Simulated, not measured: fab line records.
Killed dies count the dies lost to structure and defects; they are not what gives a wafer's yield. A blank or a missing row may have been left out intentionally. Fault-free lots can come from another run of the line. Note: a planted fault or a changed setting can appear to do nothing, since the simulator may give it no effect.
Which tool is to blame?	flow sky130	Sampling: 12 lots, 36 wafers, 3 of 708 route steps

## WHAT THE GAUGES READ, wafer by wafer
SKY_VT_ADJUST_LVTN_TW_MEAS_10.
lot	measured	on	VT_ADJUST_LVTN_TW
L220	day 7 06:22	filmMetro-04	241.1 238.1 239.8
L221	day 7 15:42	filmMetro-02	242.2 241.9 243.5
L222	day 7 21:46	filmMetro-04	239.7 239.2 238.8
L223	day 8 02:56	filmMetro-04	239.2 242.2 241.3
L227	day 9 08:41	filmMetro-03	239.6 236.6 237.8
L231	day 10 14:34	filmMetro-04	242.1 242.1 243.0
L233	day 11 02:05	filmMetro-04	240.5 240.1 241.3
L235	day 11 22:32	filmMetro-04	239.9 240.8 240.9
L236	day 12 05:21	filmMetro-04	240.1 243.1 242.8
L239	day 13 03:41	filmMetro-04	242.3 241.5 242.1
L240	day 13 05:27	filmMetro-04	241.6 241.0 240.6
L241	day 13 13:05	filmMetro-02	241.4 241.5 241.3

SKY_SONOS_ONO_THK_MEAS_03.
lot	measured	on	SONOS_ONO_CVD_02_THK (nm)
L220	day 12 14:37	filmMetro-02	10.78 10.62 10.68
L221	day 13 04:47	filmMetro-03	10.64 10.74 10.77
L222	day 13 08:53	filmMetro-03	10.55 10.63 10.74
L223	day 13 14:13	filmMetro-02	10.57 10.68 10.60
L227	day 14 20:22	filmMetro-02	10.37 10.37 10.26
L231	day 16 07:51	filmMetro-03	10.62 10.56 10.75
L233	day 16 21:58	filmMetro-01	10.43 10.51 10.41
L235	day 17 21:07	filmMetro-01	10.47 10.46 10.46
L236	day 18 09:06	filmMetro-03	10.49 10.56 10.44
L239	day 19 07:43	filmMetro-01	10.44 10.46 10.36
L240	day 19 11:08	filmMetro-03	10.57 10.56 10.74
L241	day 19 22:59	filmMetro-01	10.54 10.64 10.56

SKY_SONOS_ONO_THK_MEAS_05.
lot	measured	on	SONOS_ONO_CVD_04_THK (nm)
L220	day 12 15:55	filmMetro-01	5.77 5.76 5.68
L221	day 13 06:06	filmMetro-01	5.76 5.57 5.64
L222	day 13 10:11	filmMetro-01	5.73 5.86 5.86
L223	day 13 15:31	filmMetro-01	5.87 5.98 5.88
L227	day 14 21:40	filmMetro-02	5.79 5.75 5.87
L231	day 16 09:10	filmMetro-03	5.79 5.60 5.77
L233	day 16 23:16	filmMetro-03	5.68 5.69 5.68
L235	day 17 23:02	filmMetro-01	5.64 5.66 5.54
L236	day 18 10:25	filmMetro-01	5.79 5.83 5.78
L239	day 19 09:02	filmMetro-02	5.88 5.87 5.89
L240	day 19 12:27	filmMetro-02	5.68 5.69 5.65
L241	day 20 00:18	filmMetro-01	5.72 5.67 5.70

## TOOL THAT RAN EACH LOT (tool first, then ch and the chambers of the sampled wafers, then the start)
No process step before these readings appears in the record.

## WHAT THE TOOLS THEMSELVES READ (means of the sampled wafers that have a number; where no wafer has one, the mark that the record gives instead)
The record holds no such reading with a usual standard deviation.

## THE ANSWER, worked out from the rows above alone
Rule: the lots themselves supply what counts as usual. Put in order of their means at a reading, lots are off if they are a third of the lots or fewer, leave a main group of 4 or more, and stand apart from it by a gap of 3 or more times the standard deviation of the main group's means; of several such gaps the widest counts. A main group whose means are all the same, to the digits that the tables above print for the reading, isn't used. A lot without any number at a reading at which 4 lots or more have one is off too. The other lots that the step has rows for count as sound. The gauges are gone through in route order, then the tools' own readings, and for those a lot's mean is taken as printed above. The first step at which some lot is off is used, and at that step the reading that is off furthest; a lot without a number counts as furthest.
None of the lots is off at any reading shown; this tells nothing.

## WHAT HAD BEEN PUT IN BY THE SIMULATOR
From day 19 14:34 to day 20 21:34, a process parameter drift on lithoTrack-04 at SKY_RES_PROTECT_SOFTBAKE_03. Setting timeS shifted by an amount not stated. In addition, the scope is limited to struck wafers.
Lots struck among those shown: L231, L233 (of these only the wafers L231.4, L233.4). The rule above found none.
